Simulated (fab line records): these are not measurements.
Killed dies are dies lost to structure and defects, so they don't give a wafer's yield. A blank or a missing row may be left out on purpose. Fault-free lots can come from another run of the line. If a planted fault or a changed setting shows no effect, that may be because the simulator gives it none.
fab line records    flow sky130
record lots=5  wafers=15  last-day=49
route steps=708 shown DNWELL@37 PWDE@45 PAD_OPEN@708
lots with no fault: from the same line, run without faults
start-h: start of the lot's first displayed wafer, in hours after the record's first day    wait-h: how many hours have passed since the lot's step before this one    " the same as in the row above    L1.1+2: one row covering several wafers at once    - no value, or no start was given    * or withheld: withheld    < > ~ a bound
route shown NAME@n: a module of which the file shows steps, and the number in the route of the first    usual: mean/standard deviation taken from wafers without a fault    same: alike in all rows    chamber/n: place in a boat    sites: readings site by site    _std_site: their standard deviation    _edge_site: inner sites' mean taken away from outer sites' mean    radius-mm: how far each site lies from the wafer's centre    mask NAME#n: copy n    behind: tool/chamber where the wafer was last shaped    hold: reason for holding the lot/hours on hold/outcome of the hold    device: names the non-switching transistor (n, p or np)    end of line: the route-end tests of the same wafers    a step with no rows: only its recipe    killed: dies that structure and defects cost at the first sort, which is not the same as the wafer's yield    map: shows each die of a wafer: x if killed, . if not, _ if none is there
set.NAME: the setting the step ran with; set.NAME@STEP: the setting that earlier step ran with    model.NAME: the simulator's own value behind a step, which no gauge read
a table for each step, a row for each wafer; lots at some steps of the route
services: the hour from which a tool's chamber was out of use, counted from the record's first day as start-h (under 0 if before that day), plus the number of hours and why
## steps
# step SKY_DNWELL_COAT_02
# recipe spin-rpm=2000  resist-thk-nm=3000
# step SKY_DNWELL_SOFTBAKE_03
# recipe temp-c=110  time-s=withheld
# step SKY_DNWELL_EXPOSE_04
# recipe mask-id=DNM  na=0.57  target-cd-nm=3000  dose-mj=222
# step SKY_DNWELL_PEB_05
# recipe temp-c=115  time-s=withheld
# step SKY_DNWELL_DEVELOP_06
# recipe wall-angle-deg=90  developer=TMAH  develop-time-s=60  dev-temp-c=23
# step SKY_DNWELL_IMPLANT_07
# recipe species=P  energy-kev=withheld  dose-cm2=withheld  tilt-deg=withheld
# step SKY_DNWELL_STRIP_08
# recipe chemistry=O2/N2  power-w=1400  pressure-mtorr=1500  platen-temp-c=withheld  o2-flow-sccm=3000  n2-flow-sccm=300  overash-fraction=0.5
# usual chamber-pressure-mTorr=1499.8/1.3  drypump-motor-current-A=5.9/0.54  oes-product-au=0.722/0.0046  strip-time-to-endpoint-s=37.00/0.099
lot.wafer  tool             chamber  start-h  wait-h  chamber-pressure-mTorr  drypump-motor-current-A  oes-product-au  rf-hours-counter-h  strip-time-to-endpoint-s
L763.2     plasma-asher-02  0        50.90    0.1     1500.0                  5.8                      0.727           21                  36.94
L763.4     "                1        "        "       1501.2                  6.5                      0.725           -                   37.07
L763.6     "                1        "        "       1497.5                  6.4                      0.723           -                   37.01
L769.1     plasma-asher-03  0        87.51    0.1     1498.8                  6.2                      0.718           41                  36.90
L769.2     "                1        "        "       1500.2                  5.3                      0.725           41                  36.89
L769.3     "                1        "        "       1498.4                  5.3                      0.723           -                   36.85
L776.1     plasma-asher-04  1        126.12   0.1     1502.5                  6.7                      0.715           47                  37.08
L776.3     "                0        "        "       1498.5                  5.1                      0.725           -                   37.08
L776.5     "                0        "        "       1502.0                  5.1                      0.721           -                   37.11
L778.1     plasma-asher-03  1        133.85   0.1     1500.6                  5.3                      0.732           0                   37.05
L778.4     "                0        "        "       1498.7                  6.2                      0.721           -                   37.02
L778.6     "                0        "        "       1499.1                  6.2                      0.715           -                   37.05
L780.2     plasma-asher-03  1        144.30   0.1     1499.9                  5.3                      0.715           1                   37.20
L780.3     "                1        "        "       1500.4                  5.3                      0.722           -                   37.04
L780.6     "                0        "        "       1499.7                  6.2                      0.720           -                   37.15
# step SKY_DNWELL_TW_MEAS_09
# usual DNWELL_TW=1119/11
lot.wafer  tool           chamber  start-h  wait-h  DNWELL_TW
L763.2     film-metro-01  -        51.01    0.1     1128
L763.4     "              -        "        "       1126
L763.6     "              -        "        "       1130
L769.1     film-metro-04  -        87.61    0.1     1123
L769.2     "              -        "        "       1126
L769.3     "              -        "        "       1128
L776.1     film-metro-03  -        126.22   0.1     1104
L776.3     "              -        "        "       1107
L776.5     "              -        "        "       1102
L778.1     film-metro-04  -        133.95   0.1     1122
L778.4     "              -        "        "       1125
L778.6     "              -        "        "       1127
L780.2     film-metro-01  -        144.41   0.1     1111
L780.3     "              -        "        "       1116
L780.6     "              -        "        "       1114
# step SKY_PWDE_DEHYDRATE_00
# recipe temp-c=200  time-s=60
# step SKY_PWDE_HMDS_01
# recipe prime-time-s=60  prime-temp-c=120
# step SKY_PWDE_COAT_02
# recipe spin-rpm=2000  resist-thk-nm=3000
# step SKY_PWDE_SOFTBAKE_03
# recipe temp-c=110  time-s=withheld
# step SKY_PWDE_EXPOSE_04
# recipe mask-id=PWDEM  na=0.6  source-shape=conventional  sigma-outer=0.6  polarization=unpolarized  target-cd-nm=840  dose-mj=214
lot.wafer   tool              chamber  start-h  wait-h  mask
L763.2+4+6  iline-stepper-02  0        58.68    -       PWDEM#0
L769.1+2+3  iline-stepper-01  0        96.40    -       PWDEM#0
L776.1+3+5  iline-stepper-01  0        136.28   -       PWDEM#0
L778.1+4+6  iline-stepper-02  0        143.20   -       PWDEM_R1#0
L780.2+3+6  iline-stepper-02  0        154.65   -       PWDEM#0
# step SKY_PWDE_PEB_05
# recipe temp-c=115  time-s=withheld
# step SKY_PAD_OPEN_PROBE_99
lot.wafer  tool       chamber  start-h  wait-h  hold                      model.etest.res_p_drift_20v.line-ohm-um  model.etest.res_p_drift_20v.width-nm
L763.2     prober-02  -        1078.50  0.1     -                         1.141e+04                                839.1
L763.4     prober-02  -        1078.60  0.2     -                         1.137e+04                                845.5
L763.6     prober-02  -        1078.70  0.2     -                         1.114e+04                                843.1
L769.1     prober-01  -        1120.59  0.1     -                         1.13e+04                                 835.4
L769.2     prober-01  -        1120.64  0.1     -                         1.112e+04                                837
L769.3     prober-01  -        1120.69  0.2     -                         1.113e+04                                838.1
L776.1     prober-02  -        1154.48  0.1     -                         1.134e+04                                832.8
L776.3     prober-02  -        1154.58  0.2     -                         1.123e+04                                837.8
L776.5     prober-02  -        1154.68  0.2     -                         1.148e+04                                837
L778.1     prober-02  -        1163.31  0.1     await-dispo/1.9h/release  9908                                     959.2
L778.4     prober-02  -        1163.46  0.2     await-dispo/1.9h/release  9394                                     955.4
L778.6     prober-02  -        1163.56  0.2     await-dispo/1.9h/release  1.009e+04                                956.4
L780.2     prober-02  -        1173.59  0.1     -                         1.25e+04                                 825.3
L780.3     prober-02  -        1173.64  0.2     -                         1.196e+04                                828.3
L780.6     prober-02  -        1173.79  0.2     -                         1.254e+04                                829.3
# killed by level:class
L763.2 LI_CONTACT:geometric-particle:open=11 CONTACT:geometric-particle:open=10 FIELD_ISO:geometric-particle:open=9 VIA1:geometric-particle:open=8 VIA2:geometric-particle:open=6 CONTACT:geometric-particle:short=5 POLY_GATE:geometric-particle:short=5 POLY_GATE:geometric-particle:open=5
L763.4 LI_CONTACT:geometric-particle:open=11 VIA3:geometric-particle:open=8 FIELD_ISO:geometric-particle:short=7 POLY_GATE:geometric-particle:short=7 CONTACT:geometric-particle:open=7 VIA1:geometric-particle:short=6 METAL2:geometric-particle:short=6 VIA2:geometric-particle:open=5
L763.6 CONTACT:geometric-particle:open=12 VIA2:geometric-particle:open=11 VIA1:geometric-particle:open=9 METAL1:geometric-particle:short=5 LI_CONTACT:geometric-particle:open=4 VIA1:geometric-particle:short=4 VIA3:geometric-particle:open=4 FIELD_ISO:geometric-particle:open=3
L769.1 VIA1:geometric-particle:open=12 CONTACT:geometric-particle:open=11 METAL1:geometric-particle:short=7 FIELD_ISO:geometric-particle:open=5 LI_CONTACT:geometric-particle:open=5 CONTACT:geometric-particle:short=5 VIA3:geometric-particle:open=5 FIELD_ISO:geometric-particle:short=4
L769.2 METAL1:geometric-particle:short=8 FIELD_ISO:geometric-particle:open=6 FIELD_ISO:geometric-particle:short=6 VIA3:geometric-particle:open=6 METAL4:geometric-particle:short=6 CONTACT:geometric-particle:short=5 CONTACT:geometric-particle:open=5 VIA1:geometric-particle:open=5
L769.3 CONTACT:geometric-particle:open=8 VIA1:geometric-particle:open=8 VIA3:geometric-particle:open=7 METAL2:geometric-particle:short=6 FIELD_ISO:geometric-particle:short=5 LOCAL_INTERCONNECT:geometric-particle:short=5 VIA2:geometric-particle:open=5 METAL1:geometric-particle:short=4
L776.1 VIA1:geometric-particle:open=18 VIA3:geometric-particle:open=9 LI_CONTACT:geometric-particle:open=7 VIA1:geometric-particle:short=7 METAL2:geometric-particle:short=7 VIA2:geometric-particle:open=6 LOCAL_INTERCONNECT:geometric-particle:short=5 CONTACT:geometric-particle:open=5
L776.3 VIA1:geometric-particle:open=13 LI_CONTACT:geometric-particle:open=10 VIA3:geometric-particle:open=7 POLY_GATE:geometric-particle:open=6 METAL2:geometric-particle:short=6 METAL1:geometric-particle:short=5 METAL3:geometric-particle:short=5 FIELD_ISO:geometric-particle:short=4
L776.5 VIA1:geometric-particle:open=13 LI_CONTACT:geometric-particle:open=8 LOCAL_INTERCONNECT:geometric-particle:short=6 CONTACT:geometric-particle:open=6 METAL1:geometric-particle:short=5 VIA2:geometric-particle:open=5 FIELD_ISO:geometric-particle:open=4 POLY_GATE:geometric-particle:short=4
L780.2 VIA3:geometric-particle:open=12 LI_CONTACT:geometric-particle:open=10 VIA1:geometric-particle:open=9 CONTACT:geometric-particle:open=8 VIA2:geometric-particle:open=6 FIELD_ISO:geometric-particle:short=5 VIA2:geometric-particle:short=5 LOCAL_INTERCONNECT:geometric-particle:short=4
L780.3 CONTACT:geometric-particle:open=12 VIA2:geometric-particle:open=10 VIA3:geometric-particle:open=7 METAL1:geometric-particle:short=6 LOCAL_INTERCONNECT:geometric-particle:short=5 CONTACT:geometric-particle:short=5 VIA1:geometric-particle:open=5 FIELD_ISO:geometric-particle:short=4
L780.6 CONTACT:geometric-particle:open=13 FIELD_ISO:geometric-particle:open=6 VIA1:geometric-particle:open=6 VIA3:geometric-particle:open=4 METAL4:geometric-particle:short=4 SPACER:geometric-particle:short=3 LOCAL_INTERCONNECT:geometric-particle:short=3 CONTACT:geometric-particle:short=3
# map L763.2 (x killed, . not)
__________x..x.x...._________
________...........x.._______
______x........xx......._____
_____...........xx.x.....____
____xx.x..x.x............x___
___.x.xx.xxx..x....x..x....__
__..x......x...x....x......._
_...x.x.x...x.xx....xx...x...
_xx..........................
_..xx......x.x....x......x.xx
_x....x....x.......x..xx.....
_......xx.......x....x...x...
_x...xx.xx.....x.....x.......
_..x.x................x....xx
_.....xx....xx.x.....x..x..x.
__.......x.................._
___.......x.x.x............__
____x..xx.......xxx.....xx___
_____x.....x.x.....xxx.x.____
______xx.....x.....xx..._____
________x.x.x........x_______
__________....x....._________
# map L780.2 (x killed, . not)
__________.........._________
________.......x..x..._______
______.xx...x.x.x..x...._____
_____...x.........x..xx..____
____...........x........x.___
___..x........x............__
__.......xx.x.....x.....x.x._
_x.x.x.xx..x..x..........x...
_.....xx..x..x.x..x.x..x.....
_....x.....................x.
_.x.......x.x.....x.x.x....x.
_..........xx....x......x.x..
_.............x.x.x.....x....
_x.......x...x.........x.x...
_...x.....x...x.x....x.......
__.........................x_
___...xxx..xx.x...x...x....__
____...x.x.x.....x.......x___
_____..........x.........____
______......x.......x.xx_____
________....x...x..x.x_______
__________...x...x.._________
## services
tool              chamber  start-h  hours  kind
plasma-asher-03   -        28.11    1.7    repair
plasma-asher-02   -        30.89    2.1    repair
plasma-asher-02   -        40.11    2.8    pm
iline-stepper-02  -        42.84    15.4   repair
iline-stepper-02  0        59.84    -      calibration
plasma-asher-03   -        92.47    28.1   pm
iline-stepper-01  -        99.54    1.7    pm
plasma-asher-03   -        120.57   9.0    pm
plasma-asher-03   0        120.57   9.0    vent-cycle
plasma-asher-03   1        120.57   9.0    vent-cycle
plasma-asher-03   0        129.57   -      clean
plasma-asher-03   1        129.57   -      clean
## key
first-sign step=SKY_PWDE_EXPOSE_04  reading=mask  direction=changed
effect step=SKY_PAD_OPEN_PROBE_99  reading=hold  direction=added
model-effect step=SKY_PAD_OPEN_PROBE_99  value=etest.res_p_drift_20v.line-ohm-um  without=1.128e+04  struck=9798
met-at SKY_PWDE_EXPOSE_04
struck-wafers L778.1,L778.4,L778.6
sort-left-out L778.1,L778.4,L778.6
tester-left-out L778
onset-between 58.68 143.20
fault kind=wrong-mask  tool=any  chamber=-  onset-h=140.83  steps=SKY_PWDE_EXPOSE_04  aux-copy=PWDEM_R1#0  cd-offset-nm=126  scope=struck-lots-only
# tester-left-out: of these lots the tester's yield and bins aren't shown, on N5 and GAA mostly nor the transistor test; their killed dies are dies lost to structure and defects alone, not to doping, threshold or leakage, so they don't give the yield
# sort-left-out: the simulated sort isn't trusted on such a fault, so these wafers' sort isn't shown, and their yield isn't known
